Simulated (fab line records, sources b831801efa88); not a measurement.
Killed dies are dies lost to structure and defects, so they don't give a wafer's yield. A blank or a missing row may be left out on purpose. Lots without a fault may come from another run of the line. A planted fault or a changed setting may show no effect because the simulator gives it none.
Chamber matching | flow sky130 | SKY_CONTACT_ETCH_17 on rie_diel-01: 4 sister chambers
The step etches SiO2 in C4F8/O2/Ar, stops on Si3N4, target depth 340 nm. 20 wafers are shown with their chamber, then 10 later ones without.

WAFERS WITH THEIR CHAMBER
wafer  | chamber | oes_product_au (a.u.)
L074.1 | 1       | 0.894
L074.4 | 3       | 0.895
L074.5 | 3       | 0.889
L077.3 | 3       | 0.890
L077.4 | 0       | 0.891
L077.6 | 0       | 0.895
L078.4 | 0       | 0.892
L078.5 | 0       | 0.891
L078.6 | 1       | 0.890
L079.1 | 1       | 0.900
L079.3 | 3       | 0.887
L079.4 | 0       | 0.893
L080.1 | 3       | 0.901
L080.2 | 0       | 0.887
L080.5 | 2       | 0.888
L081.1 | 3       | 0.893
L081.2 | 1       | 0.894
L081.6 | 0       | 0.890
L083.1 | 1       | 0.883
L083.5 | 1       | 0.896

SIGNATURES (means of the wafers above)
reading        | chamber 0 | chamber 1 | chamber 2 | chamber 3 | scatter within a chamber
oes_product_au | 0.89129   | 0.89283   | 0.88800   | 0.89250   | 0.00457
Rule: a wafer's distance from a chamber is the root of the sum, over the readings, of the square of ((its reading less the chamber's mean) divided by the reading's scatter). The wafer belongs to the nearest chamber; if the next one is less than 2 further off, it can't be placed. The scatter: the root of (the sum of the squares of (reading less its chamber's mean) over the shown wafers, divided by (wafers less chambers)).

WAFERS WITHOUT THEIR CHAMBER
wafer  | oes_product_au (a.u.)
L083.6 | 0.890
L086.2 | 0.893
L086.3 | 0.892
L086.4 | 0.891
L087.4 | 0.889
L087.5 | 0.889
L087.6 | 0.884
L093.1 | 0.895
L093.2 | 0.891
L093.5 | 0.892

WHICH CHAMBER EACH WENT THROUGH
wafer  | from the rows above               | in truth
L083.6 | can't be placed: 0 or 2 or 3 or 1 | 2
L086.2 | can't be placed: 1 or 3 or 0 or 2 | 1
L086.3 | can't be placed: 3 or 0 or 1 or 2 | 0
L086.4 | can't be placed: 0 or 3 or 1 or 2 | 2
L087.4 | can't be placed: 2 or 0 or 3 or 1 | 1
L087.5 | can't be placed: 2 or 0 or 3 or 1 | 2
L087.6 | can't be placed: 2 or 0 or 3 or 1 | 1
L093.1 | can't be placed: 1 or 3 or 0 or 2 | 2
L093.2 | can't be placed: 0 or 3 or 1 or 2 | 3
L093.5 | can't be placed: 3 or 0 or 1 or 2 | 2
Placed correctly: 0 of 10. Can't be placed from these rows: 10 (the true chamber is among the candidates in 10). Placed wrongly: 0.
